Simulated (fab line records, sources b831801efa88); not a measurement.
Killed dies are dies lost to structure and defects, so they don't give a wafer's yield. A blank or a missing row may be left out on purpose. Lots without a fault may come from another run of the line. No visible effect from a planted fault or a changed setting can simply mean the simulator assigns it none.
fab line records	flow sfq_line
[record] lots = 5	wafers = 27
route steps=325 shown INCOMING@2 L0V@24 M0@39 I1@73 M2@99 M3@130 I3@144 JJ@179 M5@205
start_h: start of the lot's first displayed wafer, in hours after the record's first day	wait_h: hours elapsed since this lot's preceding step	" repeats the value in the row above	L1.1+2: one row covering several wafers at once	- no value present, or no start provided	* or withheld: withheld	< > ~ a bound
route shown NAME@n: NAME is a module with steps in the file, n the number in the route of the first one	usual: the fault-free wafers' mean and standard deviation	same: alike in all rows	chamber/n: place in a boat	sites: per-site readings	_std_site: standard deviation across them	_edge_site: mean of outer sites minus mean of inner sites	radius_mm: for every site, how far away it sits from the centre of the wafer	mask NAME#n: copy n	behind: tool/chamber where the wafer was last shaped	hold: what put the lot on hold/how long, in hours/how the hold closed	device: which transistor (n, p or np) failed to switch	end of line: the route-end tests of the same wafers	a step with no rows: only its recipe	killed: at the first sort, the dies lost to defects and structure; wafer yield is something else	map: shows each die of a wafer: x if killed, . if not, _ if none is there
set.NAME: setting as actually run; set.NAME@STEP: the setting as run at that earlier step	model.NAME: the simulator's own value behind a step, which no gauge read
lots where settings were altered on purpose, with a table for each step and a row for each wafer
[[steps]]
[step SFQ_TRILAYER_INCOMING_OXIDATION_002]
[recipe] temp_c = 1000	ambient = H2O	target_thk_a = 5000	p_h2o_torr = 720	ox_time_s = 4939
lot.wafer	tool	chamber	start_h	wait_h	set.ox_time_s	model.SiO2_of_TRILAYER_INCOMING_OXIDATION_002.thk_nm
L075.1	-	-	-	0.1	4939	519.8
L075.2	"	-	"	"	4939	512.1
L075.3	"	-	"	"	4939	515.6
L075.4	"	-	"	"	4939	516.7
L075.5	"	-	"	"	4939	517.3
L075.6	"	-	"	"	4939	528
L078.1	-	-	-	0.1	6044	565.7
L078.2	"	-	"	"	6044	561.8
L078.3	"	-	"	"	6044	557.8
L078.4	"	-	"	"	6044	563.7
L078.5	"	-	"	"	6044	569.5
L078.6	"	-	"	"	6044	567.5
L081.1	-	-	-	0.1	4939	507.4
L081.2	"	-	"	"	4939	498.7
L081.3	"	-	"	"	4939	509.1
L081.4	"	-	"	"	4939	506.5
L081.5	"	-	"	"	4939	507.9
L081.6	"	-	"	"	4939	502.9
L082.3	furnace-01	0	50.12	0.1	4939	472.8
L082.4	"	0	"	"	4939	476.9
L082.5	"	0	"	"	4939	480.7
L085.1	-	-	-	0.1	6318	605.5
L085.2	"	-	"	"	6318	614.5
L085.3	"	-	"	"	6318	606.5
L085.4	"	-	"	"	6318	609.7
L085.5	"	-	"	"	6318	599.7
L085.6	"	-	"	"	6318	612.1
[step SFQ_TRILAYER_L0_VIA_BARC_OPEN_VIA_ETCH_021]
[recipe] mask_material = PR	chemistry = O2	target_depth_nm = 125	target = BARC	source_w = 500	bias_w = 80	pressure_mtorr = 30	time_s = 41.7
lot.wafer	tool	chamber	start_h	wait_h	set.time_s	model.KrF_of_TRILAYER_L0_VIA_LITHO_COAT_013.thk_nm
L075.1	rie_diel-01	0	92.81	0.0	41.7	572.2
L075.2	"	3	"	"	41.7	572.1
L075.3	"	2	"	"	41.7	574.4
L075.4	"	1	"	"	41.7	572.6
L075.5	"	0	"	"	41.7	571.6
L075.6	"	1	"	"	41.7	573
L078.1	rie_diel-04	0	113.09	0.0	58.13	556
L078.2	"	2	"	"	58.13	554.7
L078.3	"	1	"	"	58.13	560.1
L078.4	"	3	"	"	41.7	575.9
L078.5	"	2	"	"	41.7	578.1
L078.6	"	1	"	"	41.7	577.2
L081.1	rie_diel-03	3	226.23	0.0	41.7	575.6
L081.2	"	1	"	"	41.7	573.3
L081.3	"	2	"	"	54.62	558.3
L081.4	"	0	"	"	41.7	574
L081.5	"	2	"	"	54.62	561.7
L081.6	"	1	"	"	54.62	559.8
L082.3	rie_diel-03	0	234.63	0.0	41.7	573.7
L082.4	"	2	"	"	41.7	574.6
L082.5	"	0	"	"	41.7	575.7
L085.1	rie_diel-04	0	252.63	0.0	34.58	584.5
L085.2	"	1	"	"	41.7	575
L085.3	"	3	"	"	34.58	584.7
L085.4	"	2	"	"	34.58	583.2
L085.5	"	0	"	"	41.7	575.5
L085.6	"	3	"	"	41.7	577.3
[step SFQ_TRILAYER_M0_BARC_OPEN_METAL_ETCH_031]
[recipe] mask_material = PR	chemistry = O2	target_depth_nm = 125	target = BARC	icp_w = 600	bias_w = 80	pressure_mtorr = 10	time_s = 41.7
[usual] oes_product_au = 0.685/0.0043
lot.wafer	tool	chamber	start_h	wait_h	set.time_s	oes_product_au	model.KrF_of_TRILAYER_M0_LITHO_COAT_021.thk_nm	model.etch.depth_nm
L075.1	rie_metal-04	1	181.65	0.0	18.24	1.001	550.9	-
L075.2	"	0	"	"	18.24	1.010	550.5	55.41
L075.3	"	0	"	"	41.7	0.677	521.3	-
L075.4	"	1	"	"	41.7	0.684	519	-
L075.5	"	1	"	"	41.7	0.684	521	62.04
L075.6	"	0	"	"	18.24	1.011	549.1	55.26
L078.1	rie_metal-01	1	188.18	0.0	18.62	1.000	549.7	55.93
L078.2	"	0	"	"	41.7	0.684	521.5	61.81
L078.3	"	0	"	"	41.7	0.679	525.8	62.05
L078.4	"	1	"	"	18.62	0.998	549.6	55.75
L078.5	"	0	"	"	41.7	0.680	523.1	61.89
L078.6	"	1	"	"	18.62	1.003	551	55.9
L081.1	rie_metal-01	1	236.06	0.0	41.7	0.687	524.6	61.99
L081.2	"	0	"	"	41.7	0.681	524.4	-
L081.3	"	0	"	"	41.7	0.681	524.2	62.12
L081.4	"	1	"	"	41.7	0.695	524.4	62.01
L081.5	"	0	"	"	41.7	0.687	524.5	-
L081.6	"	1	"	"	41.7	0.687	522.8	-
L082.3	rie_metal-01	1	238.48	0.0	41.7	0.677	519.8	61.74
L082.4	"	0	"	"	41.7	0.688	519.2	62.07
L082.5	"	1	"	"	41.7	0.681	519.9	62
L085.1	rie_metal-03	1	256.07	0.0	56.14	0.654	506.6	62.03
L085.2	"	0	"	"	41.7	0.686	521.9	61.98
L085.3	"	1	"	"	56.14	0.655	505.4	62.12
L085.4	"	0	"	"	41.7	0.686	523.2	61.9
L085.5	"	1	"	"	41.7	0.686	523.4	62.03
L085.6	"	0	"	"	56.14	0.656	505.9	62.11
[step SFQ_TRILAYER_M0_ETCH_METAL_ETCH_024]
[recipe] target = Nb	stop_on = SiO2	mask_material = PR	chemistry = Cl2/Ar	target_depth_nm = 240	icp_w = 600	bias_w = 80	pressure_mtorr = 10	time_s = 120
lot.wafer	tool	chamber	start_h	wait_h	set.time_s@TRILAYER_M0_BARC_OPEN_METAL_ETCH_031	model.KrF_of_TRILAYER_M0_LITHO_COAT_021.thk_nm
L075.1	rie_metal-04	1	181.71	0.0	18.24	409.6
L075.2	"	0	"	"	18.24	408.9
L075.3	"	0	"	"	41.7	380.4
L075.4	"	1	"	"	41.7	377.8
L075.5	"	1	"	"	41.7	378.4
L075.6	"	0	"	"	18.24	407.4
L078.1	rie_metal-01	1	188.24	0.0	18.62	407.2
L078.2	"	0	"	"	41.7	381.5
L078.3	"	0	"	"	41.7	387.1
L078.4	"	1	"	"	18.62	409
L078.5	"	0	"	"	41.7	383.4
L078.6	"	1	"	"	18.62	409.1
L081.1	rie_metal-01	1	236.12	0.0	41.7	383.9
L081.2	"	0	"	"	41.7	385.5
L081.3	"	0	"	"	41.7	385.4
L081.4	"	1	"	"	41.7	383.5
L081.5	"	0	"	"	41.7	385.6
L081.6	"	1	"	"	41.7	383
L082.3	rie_metal-01	1	238.56	0.1	41.7	378
L082.4	"	0	"	"	41.7	378.3
L082.5	"	1	"	"	41.7	377.8
L085.1	rie_metal-03	1	256.13	0.0	56.14	367.1
L085.2	"	0	"	"	41.7	380.1
L085.3	"	1	"	"	56.14	365.5
L085.4	"	0	"	"	41.7	381.7
L085.5	"	1	"	"	41.7	384.4
L085.6	"	0	"	"	56.14	363.4
[step SFQ_TRILAYER_I1_DEP_PECVD_045]
[recipe] material = SiO2	temp_c = 150	time_s = 111.11	pressure_torr = 2.4	rf_w = 183.3	precursor = SiH4/N2O	target_thk_nm = 500
lot.wafer	tool	chamber	start_h	wait_h	set.time_s	model.SiO2_of_TRILAYER_I1_DEP_PECVD_045.thk_nm
L075.1	pecvd-03	1	421.67	0.0	111.11	493.7
L075.2	"	2	"	"	111.11	495.1
L075.3	"	0	"	"	111.11	497.4
L075.4	"	0	"	"	44.8	203.3
L075.5	"	2	"	"	44.8	201.5
L075.6	"	1	"	"	44.8	204
L078.1	pecvd-01	1	436.07	0.0	65.5	294.8
L078.2	"	0	"	"	65.5	298
L078.3	"	2	"	"	111.11	493.9
L078.4	"	0	"	"	65.5	295.6
L078.5	"	2	"	"	111.11	497.2
L078.6	"	1	"	"	111.11	509.1
L081.1	pecvd-01	1	506.76	0.0	111.11	497.7
L081.2	"	2	"	"	140.6	627.3
L081.3	"	0	"	"	140.6	626.9
L081.4	"	2	"	"	111.11	501.9
L081.5	"	0	"	"	140.6	635.8
L081.6	"	1	"	"	111.11	502.3
L082.3	pecvd-04	1	510.36	0.0	111.11	497
L082.4	"	2	"	"	111.11	505.9
L082.5	"	0	"	"	111.11	508.5
L085.1	pecvd-03	0	534.36	0.0	111.11	502.4
L085.2	"	2	"	"	111.11	499.4
L085.3	"	0	"	"	170.7	776.6
L085.4	"	2	"	"	170.7	778.3
L085.5	"	2	"	"	170.7	773.3
L085.6	"	0	"	"	111.11	511.2
[step SFQ_TRILAYER_I1_CMP_CMP_046]
[recipe] material = SiO2	down_force_psi = 3	platen_rpm = 60.49	pad_velocity_m_s = 0.94248
[usual] time_to_endpoint_s = 214/6.2
lot.wafer	tool	chamber	start_h	wait_h	set.time_s@TRILAYER_I1_DEP_PECVD_045	time_to_endpoint_s
L075.1	cmp-02	3	421.75	0.0	111.11	207
L075.4	"	0	"	"	44.8	2
L075.2	"	1	"	"	111.11	205
L075.3	"	2	"	"	111.11	204
L075.5	"	3	"	"	44.8	1
L075.6	"	0	"	"	44.8	0
L078.2	cmp-02	0	436.15	0.0	65.5	64
L078.3	"	1	"	"	111.11	199
L078.1	"	2	"	"	65.5	65
L078.4	"	3	"	"	65.5	65
L078.6	"	0	"	"	111.11	215
L078.5	"	1	"	"	111.11	201
L081.3	cmp-02	0	506.84	0.0	140.6	297
L081.2	"	1	"	"	140.6	301
L081.4	"	2	"	"	111.11	209
L081.1	"	3	"	"	111.11	216
L081.5	"	0	"	"	140.6	306
L081.6	"	1	"	"	111.11	214
L082.4	cmp-02	3	510.94	0.5	111.11	224
L082.3	"	0	"	"	111.11	212
L082.5	"	2	512.44	2.0	111.11	219
L085.4	cmp-02	1	534.48	0.0	170.7	425
L085.3	"	2	"	"	170.7	422
L085.1	"	3	"	"	111.11	219
L085.2	"	0	"	"	111.11	219
L085.5	"	1	"	"	170.7	399
L085.6	"	2	"	"	111.11	220
[step SFQ_TRILAYER_M2_BARC_OPEN_METAL_ETCH_077]
[recipe] mask_material = PR	chemistry = O2	target_depth_nm = 125	target = BARC	icp_w = 600	bias_w = 80	pressure_mtorr = 10	time_s = 41.7
lot.wafer	tool	chamber	start_h	wait_h	set.time_s	model.KrF_of_TRILAYER_M2_LITHO_COAT_057.thk_nm
L075.1	rie_metal-04	1	757.21	0.0	35.05	533.2
L075.2	"	0	"	"	41.7	524.5
L075.3	"	1	"	"	35.05	532.2
L075.4	"	0	"	"	35.05	532.8
L075.5	"	0	"	"	41.7	523.7
L075.6	"	1	"	"	41.7	525.9
L078.1	rie_metal-04	1	769.21	0.0	41.7	524.3
L078.2	"	0	"	"	41.7	524.2
L078.3	"	0	"	"	59.98	499.8
L078.4	"	1	"	"	59.98	502.1
L078.5	"	0	"	"	59.98	499.5
L078.6	"	1	"	"	41.7	524.4
L081.1	rie_metal-01	0	833.73	0.0	52.94	507.7
L081.2	"	1	"	"	41.7	521.9
L081.3	"	0	"	"	52.94	506.3
L081.4	"	1	"	"	52.94	508.1
L081.5	"	0	"	"	41.7	520.6
L081.6	"	1	"	"	41.7	520.9
L082.3	rie_metal-04	1	839.88	0.0	41.7	527.4
L082.4	"	0	"	"	41.7	528.4
L082.5	"	1	"	"	41.7	528.3
L085.1	rie_metal-01	0	860.51	0.0	49.71	516
L085.2	"	1	"	"	41.7	523.3
L085.3	"	1	"	"	49.71	515.6
L085.4	"	0	"	"	41.7	524.6
L085.5	"	1	"	"	49.71	516.4
L085.6	"	0	"	"	41.7	526.4
[step SFQ_TRILAYER_M2_ETCH_METAL_ETCH_060]
[recipe] target = Nb	stop_on = SiO2	mask_material = PR	chemistry = Cl2/Ar	target_depth_nm = 240	icp_w = 600	bias_w = 82.71	pressure_mtorr = 10	time_s = 120
lot.wafer	tool	chamber	start_h	wait_h	set.time_s@TRILAYER_M2_BARC_OPEN_METAL_ETCH_077	model.KrF_of_TRILAYER_M2_LITHO_COAT_057.thk_nm
L075.1	rie_metal-04	1	757.27	0.0	35.05	389.4
L075.2	"	0	"	"	41.7	380
L075.3	"	1	"	"	35.05	387.2
L075.4	"	0	"	"	35.05	388.2
L075.5	"	0	"	"	41.7	378.1
L075.6	"	1	"	"	41.7	380.7
L078.1	rie_metal-04	1	769.27	0.0	41.7	381.3
L078.2	"	0	"	"	41.7	380.3
L078.3	"	0	"	"	59.98	356.5
L078.4	"	1	"	"	59.98	359.4
L078.5	"	0	"	"	59.98	355.2
L078.6	"	1	"	"	41.7	382
L081.1+4	rie_metal-01	0,1	833.79	0.0	52.94	365.7
L081.2+6	"	1	"	"	41.7	378.6
L081.3	"	0	"	"	52.94	364.3
L081.5	"	0	"	"	41.7	378.2
L082.3	rie_metal-04	1	839.96	0.1	41.7	384.5
L082.4	"	0	"	"	41.7	384.7
L082.5	"	1	"	"	41.7	385.2
L085.1	rie_metal-01	0	860.57	0.0	49.71	374.1
L085.2	"	1	"	"	41.7	381.1
L085.3	"	1	"	"	49.71	372.3
L085.4	"	0	"	"	41.7	382.3
L085.5	"	1	"	"	49.71	374.2
L085.6	"	0	"	"	41.7	384.5
[step SFQ_TRILAYER_M3_ETCH_METAL_ETCH_078]
[recipe] target = Nb	stop_on = SiO2	mask_material = PR	chemistry = Cl2/Ar	target_depth_nm = 240	icp_w = 600	bias_w = 80	pressure_mtorr = 10	time_s = 120
[usual] oes_product_au = 0.894/0.0056
lot.wafer	tool	chamber	start_h	wait_h	set.time_s	oes_product_au	model.M3.feature_depth_nm	model.etch.depth_nm	model.SiO2_of_TRILAYER_I2_DEP_PECVD_063.thk_nm
L075.1	rie_metal-04	1	772.16	0.0	48.09	1.000	97.74	-	191.8
L075.2	"	0	"	"	120	0.896	199.4	199.4	191.9
L075.3	"	0	"	"	120	0.898	200.9	-	191.8
L075.4	"	1	"	"	48.09	1.006	97.21	-	192.3
L075.5	"	1	"	"	120	0.888	197.6	197.6	192.6
L075.6	"	0	"	"	48.09	1.017	98.55	98.55	192.1
L078.1	rie_metal-04	1	788.74	0.0	67.3	1.007	135.4	135.4	193.7
L078.2	"	0	"	"	120	0.890	198.8	198.8	193.7
L078.3	"	1	"	"	120	0.892	198.6	198.6	193.1
L078.4	"	0	"	"	120	0.895	200	200	192.9
L078.5	"	1	"	"	67.3	1.006	135.6	135.6	193.8
L078.6	"	0	"	"	67.3	1.007	135.5	135.5	192.8
L081.1	rie_metal-02	0	846.69	0.0	188.4	0.870	215.1	201.3	178.9
L081.2	"	1	"	"	120	0.890	200.2	-	191.8
L081.3	"	0	"	"	188.4	0.869	214.9	201.1	177.2
L081.4	"	1	"	"	120	0.892	198.5	198.5	192.2
L081.5	"	0	"	"	120	0.904	201	-	191.8
L081.6	"	1	"	"	188.4	0.866	214.9	-	178.5
L082.3	rie_metal-02	1	869.53	0.1	120	0.887	199.9	199.9	190.6
L082.4	"	0	"	"	120	0.903	201.2	201.2	191.3
L082.5	"	1	"	"	120	0.891	199	199	190.4
L085.1	rie_metal-04	0	1006.22	0.0	120	0.885	197.9	197.9	192.2
L085.2	"	1	"	"	120	0.886	196.8	196.8	191.9
L085.3	"	0	"	"	150.9	0.874	206	199.7	184.4
L085.4	"	1	"	"	120	0.899	199.4	199.4	191
L085.5	"	0	"	"	150.9	0.866	205.8	199.7	184.8
L085.6	"	1	"	"	150.9	0.865	203.9	197.7	184.9
[step SFQ_TRILAYER_I3_VIA_BARC_OPEN_VIA_ETCH_121]
[recipe] mask_material = PR	chemistry = O2	target_depth_nm = 125	target = BARC	source_w = 500	bias_w = 80	pressure_mtorr = 30	time_s = 41.7
[usual] oes_product_au = 0.685/0.0044
lot.wafer	tool	chamber	start_h	wait_h	set.time_s	oes_product_au	model.KrF_of_TRILAYER_I3_VIA_LITHO_COAT_085.thk_nm
L075.1	rie_diel-01	2	924.80	0.0	41.7	0.681	574.2
L075.2	"	3	"	"	49.6	0.670	562.5
L075.3	"	0	"	"	49.6	0.655	563.3
L075.4	"	1	"	"	41.7	0.684	573.5
L075.5	"	3	"	"	41.7	0.687	571
L075.6	"	2	"	"	49.6	0.664	562.4
L078.1	rie_diel-03	0	944.00	0.0	41.7	0.688	575.6
L078.2	"	3	"	"	41.7	0.683	575.1
L078.3	"	2	"	"	41.7	0.684	574.4
L078.4	"	1	"	"	41.7	0.690	575.6
L078.5	"	2	"	"	41.7	0.687	573.7
L078.6	"	1	"	"	41.7	0.686	574.6
L081.1	rie_diel-01	2	982.65	0.0	55.09	0.647	556.3
L081.2	"	3	"	"	41.7	0.687	573.8
L081.3	"	1	"	"	41.7	0.684	573
L081.4	"	0	"	"	41.7	0.688	572
L081.5	"	1	"	"	55.09	0.659	555.8
L081.6	"	0	"	"	55.09	0.651	555.7
L082.3	rie_diel-03	1	983.85	0.0	41.7	0.674	571.1
L082.4	"	3	"	"	41.7	0.686	573.4
L082.5	"	3	"	"	41.7	0.691	571.4
L085.1	rie_diel-04	1	1015.78	0.0	29.46	0.809	588.7
L085.2	"	3	"	"	41.7	0.694	572.4
L085.3	"	2	"	"	41.7	0.687	571.7
L085.4	"	0	"	"	41.7	0.686	571.2
L085.5	"	0	"	"	29.46	0.813	588.2
L085.6	"	3	"	"	29.46	0.811	587.2
[step SFQ_TRILAYER_JJ_TRILAYER_DEP_SPUTTER_109]
[recipe] material = Nb	base_pressure_pa = 1.33e-06	chamber_pressure_pa = 0.1333	substrate_temp_c = 20	target_thk_nm = 150	power_w = 2000	time_s = 100
lot.wafer	tool	chamber	start_h	wait_h	set.time_s	model.Nb_of_TRILAYER_JJ_TRILAYER_DEP_SPUTTER_109.thk_nm
L075.1+2	pvd_sputter-05	-	1207.71	0.0	158.4	237.4
L075.3	"	-	"	"	100	149.8
L075.4	"	-	"	"	158.4	236
L075.5	"	-	"	"	100	147.3
L075.6	"	-	"	"	100	148.9
L078.1	pvd_sputter-04	-	1232.82	0.0	100	150.4
L078.2	"	-	"	"	100	149
L078.3	"	-	"	"	100	149.8
L078.4	"	-	"	"	100	148.6
L078.5	"	-	"	"	100	150.1
L078.6	"	-	"	"	100	149.2
L081.1	pvd_sputter-04	-	1276.16	0.0	100	150
L081.2	"	-	"	"	158.6	236.2
L081.3	"	-	"	"	100	148.4
L081.4	"	-	"	"	158.6	236.3
L081.5	"	-	"	"	100	148.6
L081.6	"	-	"	"	158.6	236
L082.3	pvd_sputter-05	-	1285.76	0.0	100	148.4
L082.4	"	-	"	"	100	148.1
L082.5	"	-	"	"	100	150.2
L085.1	pvd_sputter-06	-	1296.55	0.0	100	149.3
L085.2	"	-	"	"	59.97	90.09
L085.3	"	-	"	"	59.97	89.12
L085.4	"	-	"	"	100	150.5
L085.5	"	-	"	"	100	150.1
L085.6	"	-	"	"	59.97	90
[step SFQ_TRILAYER_M5_BARC_OPEN_METAL_ETCH_161]
[recipe] mask_material = PR	chemistry = O2	target_depth_nm = 125	target = BARC	icp_w = 600	bias_w = 80	pressure_mtorr = 10	time_s = 41.7
[usual] oes_product_au = 0.686/0.0048
lot.wafer	tool	chamber	start_h	wait_h	set.time_s	oes_product_au	model.KrF_of_TRILAYER_M5_LITHO_COAT_123.thk_nm	model.etch.depth_nm
L075.1	rie_metal-04	0	1451.28	0.0	41.7	0.683	520.6	-
L075.2	"	1	"	"	31.57	0.786	534.2	62.22
L075.3	"	0	"	"	31.57	0.792	534.9	-
L075.4	"	1	"	"	31.57	0.782	533.4	-
L075.5	"	1	"	"	41.7	0.687	522.3	62.04
L075.6	"	0	"	"	41.7	0.690	521.7	62.21
L078.1	rie_metal-03	0	1468.87	0.0	41.7	0.688	521	61.69
L078.2	"	1	"	"	16.94	1.013	552.7	51.94
L078.3	"	0	"	"	16.94	1.020	551.7	51.7
L078.4	"	1	"	"	41.7	0.692	521.8	61.94
L078.5	"	0	"	"	41.7	0.687	522.4	61.53
L078.6	"	1	"	"	16.94	1.000	555.4	51.36
L081.1	rie_metal-03	0	1494.39	0.0	61.42	0.646	501.1	61.87
L081.2	"	1	"	"	41.7	0.688	525.2	-
L081.3	"	1	"	"	41.7	0.678	524.4	62.1
L081.4	"	0	"	"	61.42	0.637	499.2	61.7
L081.5	"	1	"	"	61.42	0.649	498.9	-
L081.6	"	0	"	"	41.7	0.685	523	-
L082.3	rie_metal-02	0	1500.41	0.0	41.7	0.696	520.3	62.16
L082.4	"	1	"	"	41.7	0.692	523.1	62.2
L082.5	"	0	"	"	41.7	0.691	522	62.21
L085.1	rie_metal-03	1	1506.39	0.0	17.32	1.007	554.7	52.24
L085.2	"	0	"	"	17.32	1.009	555	52.58
L085.3	"	0	"	"	41.7	0.676	525.2	61.97
L085.4	"	1	"	"	41.7	0.684	524.7	61.78
L085.5	"	1	"	"	17.32	1.009	554.6	52.61
L085.6	"	0	"	"	41.7	0.694	524.9	61.96
[step SFQ_TRILAYER_M5_ETCH_METAL_ETCH_126]
[recipe] target = Nb	stop_on = SiO2	mask_material = PR	over_etch_frac = 0.15	time_s = 203.2	chemistry = Cl2/BCl3	target_depth_nm = 265	icp_w = 600	bias_w = 80	pressure_mtorr = 10
[usual] oes_product_au = 0.728/0.0049
lot.wafer	tool	chamber	start_h	wait_h	set.time_s@TRILAYER_JJ_TRILAYER_DEP_SPUTTER_109	oes_product_au	model.M5.feature_depth_nm	model.etch.depth_nm
L075.1	rie_metal-04	0	1451.34	0.0	158.4	0.937	249.8	-
L075.2	"	1	"	"	158.4	0.932	249.9	237.4
L075.3	"	0	"	"	100	0.722	162.2	-
L075.4	"	1	"	"	158.4	0.924	248.4	-
L075.5	"	1	"	"	100	0.725	159.8	147.3
L075.6	"	0	"	"	100	0.719	161.4	148.9
L078.1	rie_metal-03	0	1468.93	0.0	100	0.727	162.7	150.4
L078.2	"	1	"	"	100	0.735	161.3	149
L078.3	"	0	"	"	100	0.727	162	149.8
L078.4	"	1	"	"	100	0.724	160.9	148.6
L078.5	"	0	"	"	100	0.724	162.3	150.1
L078.6	"	1	"	"	100	0.724	161.4	149.2
L081.1	rie_metal-03	0	1494.45	0.0	100	0.733	162.3	150
L081.2	"	1	"	"	158.6	0.932	248.5	-
L081.3	"	1	"	"	100	0.720	160.8	148.4
L081.4	"	0	"	"	158.6	0.923	248.6	236.3
L081.5	"	1	"	"	100	0.721	160.9	-
L081.6	"	0	"	"	158.6	0.933	248.3	-
L082.3	rie_metal-02	0	1500.51	0.1	100	0.718	160.8	148.4
L082.4	"	1	"	"	100	0.733	160.2	148.1
L082.5	"	0	"	"	100	0.731	162.4	150.2
L085.1	rie_metal-03	1	1506.45	0.0	100	0.723	161.5	149.3
L085.2	"	0	"	"	59.97	0.592	102.3	90.09
L085.3	"	0	"	"	59.97	0.580	101.4	89.12
L085.4	"	1	"	"	100	0.728	162.6	150.5
L085.5	"	1	"	"	100	0.726	162.4	150.1
L085.6	"	0	"	"	59.97	0.586	102.3	90
[[key]]
[split] step = SFQ_TRILAYER_INCOMING_OXIDATION_002	setting = ox_time_s	stated = 4939	by = lot
[response] step = SFQ_TRILAYER_INCOMING_OXIDATION_002	reading = model.SiO2_of_TRILAYER_INCOMING_OXIDATION_002.thk_nm	change = +3.33	per = 1%	r = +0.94
[split] step = SFQ_TRILAYER_L0_VIA_BARC_OPEN_VIA_ETCH_021	setting = time_s	stated = 41.7	by = wafer
[response] step = SFQ_TRILAYER_L0_VIA_BARC_OPEN_VIA_ETCH_021	reading = model.KrF_of_TRILAYER_L0_VIA_LITHO_COAT_013.thk_nm	change = -0.491	per = 1%	r = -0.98
[split] step = SFQ_TRILAYER_M0_BARC_OPEN_METAL_ETCH_031	setting = time_s	stated = 41.7	by = wafer
[response] step = SFQ_TRILAYER_M0_BARC_OPEN_METAL_ETCH_031	reading = oes_product_au	shape = bent	at_lowest = 1.007	at_stated = 0.684	at_highest = 0.655
[response] step = SFQ_TRILAYER_M0_BARC_OPEN_METAL_ETCH_031	reading = model.KrF_of_TRILAYER_M0_LITHO_COAT_021.thk_nm	change = -0.502	per = 1%	r = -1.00
[response] step = SFQ_TRILAYER_M0_BARC_OPEN_METAL_ETCH_031	reading = model.etch.depth_nm	change = +0.0894	per = 1%	r = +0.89
[response] step = SFQ_TRILAYER_M0_ETCH_METAL_ETCH_024	reading = model.KrF_of_TRILAYER_M0_LITHO_COAT_021.thk_nm	change = -0.485	per = 1%	r = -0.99
[split] step = SFQ_TRILAYER_I1_DEP_PECVD_045	setting = time_s	stated = 111.11	by = wafer
[response] step = SFQ_TRILAYER_I1_DEP_PECVD_045	reading = model.SiO2_of_TRILAYER_I1_DEP_PECVD_045.thk_nm	change = +4.97	per = 1%	r = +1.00
[response] step = SFQ_TRILAYER_I1_CMP_CMP_046	reading = time_to_endpoint_s	shape = bent	at_lowest = *	at_stated = *	at_highest = *
[split] step = SFQ_TRILAYER_M2_BARC_OPEN_METAL_ETCH_077	setting = time_s	stated = 41.7	by = wafer
[response] step = SFQ_TRILAYER_M2_BARC_OPEN_METAL_ETCH_077	reading = model.KrF_of_TRILAYER_M2_LITHO_COAT_057.thk_nm	change = -0.524	per = 1%	r = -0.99
[response] step = SFQ_TRILAYER_M2_ETCH_METAL_ETCH_060	reading = model.KrF_of_TRILAYER_M2_LITHO_COAT_057.thk_nm	change = -0.529	per = 1%	r = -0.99
[split] step = SFQ_TRILAYER_M3_ETCH_METAL_ETCH_078	setting = time_s	stated = 120	by = wafer
[response] step = SFQ_TRILAYER_M3_ETCH_METAL_ETCH_078	reading = oes_product_au	shape = bent	at_lowest = 1.008	at_stated = 0.893	at_highest = 0.868
[response] step = SFQ_TRILAYER_M3_ETCH_METAL_ETCH_078	reading = model.M3.feature_depth_nm	shape = bent	at_lowest = 97.83	at_stated = 199.3	at_highest = 215
[response] step = SFQ_TRILAYER_M3_ETCH_METAL_ETCH_078	reading = model.etch.depth_nm	shape = bent	at_lowest = 98.55	at_stated = 198.9	at_highest = 201.2
[response] step = SFQ_TRILAYER_M3_ETCH_METAL_ETCH_078	reading = model.SiO2_of_TRILAYER_I2_DEP_PECVD_063.thk_nm	shape = bent	at_lowest = 192.1	at_stated = 191.9	at_highest = 178.2
[split] step = SFQ_TRILAYER_I3_VIA_BARC_OPEN_VIA_ETCH_121	setting = time_s	stated = 41.7	by = wafer
[response] step = SFQ_TRILAYER_I3_VIA_BARC_OPEN_VIA_ETCH_121	reading = oes_product_au	shape = bent	at_lowest = 0.811	at_stated = 0.686	at_highest = 0.653
[response] step = SFQ_TRILAYER_I3_VIA_BARC_OPEN_VIA_ETCH_121	reading = model.KrF_of_TRILAYER_I3_VIA_LITHO_COAT_085.thk_nm	change = -0.539	per = 1%	r = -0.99
[split] step = SFQ_TRILAYER_JJ_TRILAYER_DEP_SPUTTER_109	setting = time_s	stated = 100	by = wafer
[response] step = SFQ_TRILAYER_JJ_TRILAYER_DEP_SPUTTER_109	reading = model.Nb_of_TRILAYER_JJ_TRILAYER_DEP_SPUTTER_109.thk_nm	change = +1.5	per = 1%	r = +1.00
[response] step = SFQ_TRILAYER_M5_ETCH_METAL_ETCH_126	reading = oes_product_au	change = +0.00353	per = 1%	r = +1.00
[response] step = SFQ_TRILAYER_M5_ETCH_METAL_ETCH_126	reading = model.M5.feature_depth_nm	change = +1.5	per = 1%	r = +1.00
[response] step = SFQ_TRILAYER_M5_ETCH_METAL_ETCH_126	reading = model.etch.depth_nm	change = +1.51	per = 1%	r = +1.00
[split] step = SFQ_TRILAYER_M5_BARC_OPEN_METAL_ETCH_161	setting = time_s	stated = 41.7	by = wafer
[response] step = SFQ_TRILAYER_M5_BARC_OPEN_METAL_ETCH_161	reading = oes_product_au	shape = bent	at_lowest = 1.011	at_stated = 0.687	at_highest = 0.644
[response] step = SFQ_TRILAYER_M5_BARC_OPEN_METAL_ETCH_161	reading = model.KrF_of_TRILAYER_M5_LITHO_COAT_123.thk_nm	change = -0.52	per = 1%	r = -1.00
[response] step = SFQ_TRILAYER_M5_BARC_OPEN_METAL_ETCH_161	reading = model.etch.depth_nm	shape = bent	at_lowest = 51.66	at_stated = 61.98	at_highest = 61.79
